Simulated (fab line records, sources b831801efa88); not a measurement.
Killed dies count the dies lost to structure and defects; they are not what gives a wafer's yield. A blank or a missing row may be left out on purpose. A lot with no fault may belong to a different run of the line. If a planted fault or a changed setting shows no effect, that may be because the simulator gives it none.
A struck lot beside a sound one | flow sky130 | 44 out of 708 route steps
Sound: wafers L755.3, L755.4, L755.5. Struck: wafers L746.3, L746.4. (L746.1 of the same lot was not struck and is left out.) The cause comes at the end.
At each step with rows: each side's tool, then ch and its chambers, then its first start. Under that, the readings that differ: sound wafers | struck wafers | difference of the means | sigmas: that difference in standard deviations of wafers without a fault.
alike: same words and numbers on both sides, and readings whose means sit less than 2 such deviations apart. not compared: any withheld reading, any reading some wafer has no value for, any bound like >300 that may hide the same value, and any number with overlapping values for which the record gives no deviation.
Wherever a step has rows on one side only, a row that says differs or no value, or a row with sigmas, the two part there. Numbers that don't overlap but have no deviation are shown without sigmas and don't part them. A reading missing from all wafers of one side parts the sides only when that side holds two or more wafers.

first, 7 steps without rows for these wafers: SKY_VIA2_ETCH_15 (etches SiO2 in C4F8/O2/Ar, stops on TiN, target depth 546 nm, time 84 s); SKY_VIA2_STRIP_16 (strips in O2/N2); SKY_VIA2_STRIP_17 (strips in post etch residue remover, time 1200 s); SKY_VIA2_CLEAN_18 (cleans in IPA, time 180 s); SKY_VIA2_CLEAN_19 (cleans in O3/DIW); SKY_VIA2_SPUTTER_20 (material TiN, target thk 20 nm, time 80 s); SKY_VIA2_CVD_21 (deposits W, target thk 420 nm, time 126.4 s).
SKY_VIA2_RS_MEAS_22: a four-point-probe measurement.
  sound: film-metro-03 at day 41 21:22; struck: film-metro-02 at day 38 22:51
  alike: VIA2_W_RS
SKY_VIA2_THK_MEAS_23: measures by xrf.
  sound: film-metro-03 at day 41 21:28; struck: film-metro-02 at day 38 22:58
  alike: VIA2_W_THK
SKY_VIA2_CMP_24: polishes, stops on SiO2, t overpolish 20 s, target thk 0 nm.
  sound on cmp-02 ch 0,2,3, day 41 21:35; struck on cmp-02 ch 0,3, day 38 23:02
  alike: motor-current-A, overpolish-run-s, platen-rpm, time-to-endpoint-s
then, 1 step without rows for these wafers: SKY_METAL3_SPUTTER_00 (material Ti, target thk 15 nm, time 10 s).
SKY_METAL3_SPUTTER_01: material TiN, target thk 20 nm, time 16.7 s.
  sound: pvd-sputter-03 at day 41 21:54; struck: pvd-sputter-04 at day 38 23:21
  alike: chamber-pressure-pa, throttle-valve-pct
SKY_METAL3_SPUTTER_02: material AlCu, target thk 735 nm, time 39.1 s.
  sound: pvd-sputter-03 at day 41 21:55; struck: pvd-sputter-04 at day 38 23:23
  reading                                     | sound                | struck        | difference | sigmas
  chamber-pressure-pa (Pa)                    | 0.3998 0.3998 0.3998 | 0.4376 0.4381 | +0.0380    | +53
  model.AlCu_of_METAL3_SPUTTER_02.thk-nm (nm) | 735.1 735.8 733.4    | 709.2 708.9   | -25.7      |
  alike: throttle-valve-pct
SKY_METAL3_SPUTTER_03: material Ti, target thk 5 nm, time 3.3 s.
  sound: pvd-sputter-03 at day 41 21:58; struck: pvd-sputter-04 at day 38 23:25
  alike: chamber-pressure-pa, throttle-valve-pct
then, 2 steps without rows for these wafers: SKY_METAL3_SPUTTER_04 (material TiN, target thk 70 nm, time 58.3 s); SKY_CAPM_CVD_00 (deposits SiO2, target thk 15.5 nm).
SKY_CAPM_THK_MEAS_01:
  sound: film-metro-01 at day 41 22:04; struck: film-metro-02 at day 38 23:31
  reading              | sound             | struck      | difference | sigmas
  CAPM_CVD_00_THK (nm) | 15.17 15.32 15.28 | 15.74 15.63 | +0.43      | +2
then, 1 step without rows for these wafers: SKY_CAPM_SPUTTER_02 (material TiN, target thk 200 nm, time 166.7 s).
SKY_CAPM_RS_MEAS_03: a four-point-probe measurement.
  sound: film-metro-04 at day 41 22:16; struck: film-metro-04 at day 38 23:41
  alike: CAPM_TIN_RS
SKY_CAPM_THK_MEAS_04: measures by xrf.
  sound: film-metro-04 at day 41 22:22; struck: film-metro-04 at day 38 23:49
  alike: CAPM_TIN_THK
then, 7 steps without rows for these wafers: SKY_CAPM_DEHYDRATE_05 (time 60 s); SKY_CAPM_HMDS_06 (prime time 60 s); SKY_CAPM_COAT_07 (resist thk 1140 nm); SKY_CAPM_SOFTBAKE_08 (time 60 s); SKY_CAPM_EXPOSE_09 (exposes mask CAPM, target cd 1000 nm); SKY_CAPM_PEB_10; SKY_CAPM_DEVELOP_11 (develop time 60 s).
SKY_CAPM_OVL_MEAS_12:
  sound: overlay-01 at day 42 22:43; struck: overlay-01 at day 40 00:40
  alike: CAPM_OVL
SKY_CAPM_METAL_ETCH_13: etches TiN in Cl2/BCl3, stops on SiO2, target depth 220 nm, time 62.9 s.
  sound on rie-metal-04 ch 0,1, day 42 22:46; struck on rie-metal-02 ch 0,1, day 40 00:41
  alike: drypump-motor-current-A, oes-product-au, throttle-valve-pct
  not compared: rf-hours-counter-h
SKY_CAPM_STRIP_14: strips in O2/N2.
  sound on plasma-asher-02 ch 0,1, day 42 22:51; struck on plasma-asher-04 ch 0,1, day 40 00:46
  alike: drypump-motor-current-A, oes-product-au, strip-time-to-endpoint-s
  not compared: rf-hours-counter-h
then, 11 steps without rows for these wafers: SKY_CAPM_STRIP_15 (strips in post etch residue remover, time 1200 s); SKY_CAPM_CLEAN_16 (cleans in IPA, time 180 s); SKY_CAPM_CLEAN_17 (cleans in O3/DIW); SKY_METAL3_DEHYDRATE_05 (time 60 s); SKY_METAL3_HMDS_06 (prime time 60 s); SKY_METAL3_COAT_07 (resist thk 60 nm); SKY_METAL3_COAT_08 (resist thk 1140 nm); SKY_METAL3_SOFTBAKE_09 (time 90 s); SKY_METAL3_EXPOSE_10 (exposes mask MM3, target cd 300 nm); SKY_METAL3_PEB_11; SKY_METAL3_DEVELOP_12 (develop time 60 s).
SKY_METAL3_CD_MEAS_13 targets a cd of 300 nm.
  sound: cd-sem-01 at day 43 22:07; struck: cd-sem-01 at day 41 01:26
  alike: cd-nm
SKY_METAL3_METAL_ETCH_18: etches the open film in Cl2/BCl3, stops on SiO2, target depth 845 nm, time 183.1 s.
  sound on rie-metal-03 ch 0,1, day 43 22:26; struck on rie-metal-02 ch 0,1, day 41 01:44
  reading                            | sound           | struck    | difference | sigmas
  model.METAL3.feature-depth-nm (nm) | 863.5 865 861.3 | 840 839.5 | -24        |
  model.etch.depth-nm (nm)           | 863.5 865 861.3 | 840 839.5 | -24        |
  alike: drypump-motor-current-A, oes-product-au, throttle-valve-pct
  not compared: rf-hours-counter-h
-- the record jumps here: 7 days lie between the struck wafers' starts before and after (it left off in module METAL3 and takes up again in module PAD_OPEN, whose first step shown is number 708 of the route) --
SKY_PAD_OPEN_PROBE_99:
  sound: prober-02 at day 50 05:20; struck: prober-02 at day 47 21:22
  reading                    | sound                  | struck          | difference | sigmas
  sort_bin_3_pad_short (%)   | 1.6 1.2 0              | 2.2 1.6         | +1.0       | +2
  model.etest.met3.rs-ohm-sq | 0.04244 0.04284 0.0428 | 0.04424 0.04467 | +0.00176   |
  alike: defect-limited-yield, killed_at_M0_to_M3, killed_at_M4_up, killed-at-contacts, killed-at-front-end, killed-at-other, killed-dies, killed-open, killed-short, sort_bin_5_function, sort_bin_6_memory, sort-n-pass, sort-yield-pct

## WHERE THEY PART
Last at SKY_PAD_OPEN_PROBE_99 as far as this record goes, first at SKY_METAL3_SPUTTER_02.

WHY: the cause the simulator had injected
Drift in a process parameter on pvd-sputter-04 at SKY_METAL3_SPUTTER_02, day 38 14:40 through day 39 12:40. From 0.4, the setting chamber-pressure-pa moved by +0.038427. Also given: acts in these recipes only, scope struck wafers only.
